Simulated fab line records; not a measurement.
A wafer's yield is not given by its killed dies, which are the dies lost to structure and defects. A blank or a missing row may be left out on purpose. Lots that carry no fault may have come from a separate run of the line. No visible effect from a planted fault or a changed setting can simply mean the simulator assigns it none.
8D (eight disciplines) problem report, filled in by code ; flow gf180mcu ; the parts of the form that need people (team, actions taken, sign-off) are left out

1. PROBLEM STATEMENT
Mean MVSD_OVL at GF_MVSD_OVL_MEAS_07: -77.9 nm over 6 wafers in 2 lots; fault-free wafers: 0.0 nm, standard deviation 1.3. Relative to the usual mean, that is a shift of -60 standard deviations.
First seen on wafer L948.4, day 7 09:03, on overlay-01. The record holds 39 wafers of 13 lots with a number at this step. Rule for "out", or "out of limits": more than 4 standard deviations from the usual mean. The rest of the wafers with a number are treated as sound.

2. WHAT IT IS, AND WHAT IT ISN'T
question;is;is not
which readings at this step;MVSD_OVL;-
which lots;L948, L949;L936, L937, L938, L939, L942, L944, L945, L951, L957, L958, L959
which wafers of those lots;all that have a number;-
read on which gauges;overlay-01;overlay-02
when;from day 7 09:03;"up to then (21 sound wafers); but 12 sound wafers of L951, L957, L958, L959 came after"

3. SUSPECTS, AND WHAT RULES EACH OUT
Counting: a tool at any process step up to the reading remains a suspect when it ran all the lots that are out and ran no sound lot after the first of those.
- the gauge at GF_MVSD_OVL_MEAS_07: kept. All the wafers that are out were read on overlay-01, and no step on other tools shows them out.
- iline stepper-01 at GF_MVSD_EXPOSE_04 (exposes mask MVSD, target cd 1000 nm): kept. It processed each lot that is out, first L948 at day 7 01:35, and no sound lot thereafter; up to then, the last sound lot it processed was L945 at day 6 06:28.
After counting, iline stepper-01 at GF_MVSD_EXPOSE_04 and overlay-01 at GF_MVSD_OVL_MEAS_07 remain.

4. THE CAUSE (what the simulator had put in)
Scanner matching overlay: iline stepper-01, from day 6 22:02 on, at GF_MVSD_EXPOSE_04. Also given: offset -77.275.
Counting leaves 2 suspects; this tool is one of them.

5. SEQUENCE OF EFFECTS, ordered by route
Rows list readings where the struck wafers' mean (over those with a number) sits beyond 3 standard deviations from the usual. Only readings for which the record gives a usual standard deviation are gone through. hours: the time from each lot's start at the first step in this table that gives one to its start at this step, as a median over the lots. sigmas: the change in usual standard deviations.
hours;step;reading;usual;on struck wafers;change;sigmas
0;GF_MVSD_OVL_MEAS_07;MVSD_OVL;0.0 nm;-77.9;-77.9;-60

6. HOW IT WOULD HAVE BEEN CAUGHT EARLIER
The first out-of-limits reading at a measuring or inspecting step in this record came at day 7 09:03, 11 hours after the fault's start at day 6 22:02.
All the lots that are out (2) had begun GF_MVSD_EXPOSE_04 on iline stepper-01 by day 7 09:03. None of them would have been spared by holding the tool at that moment.
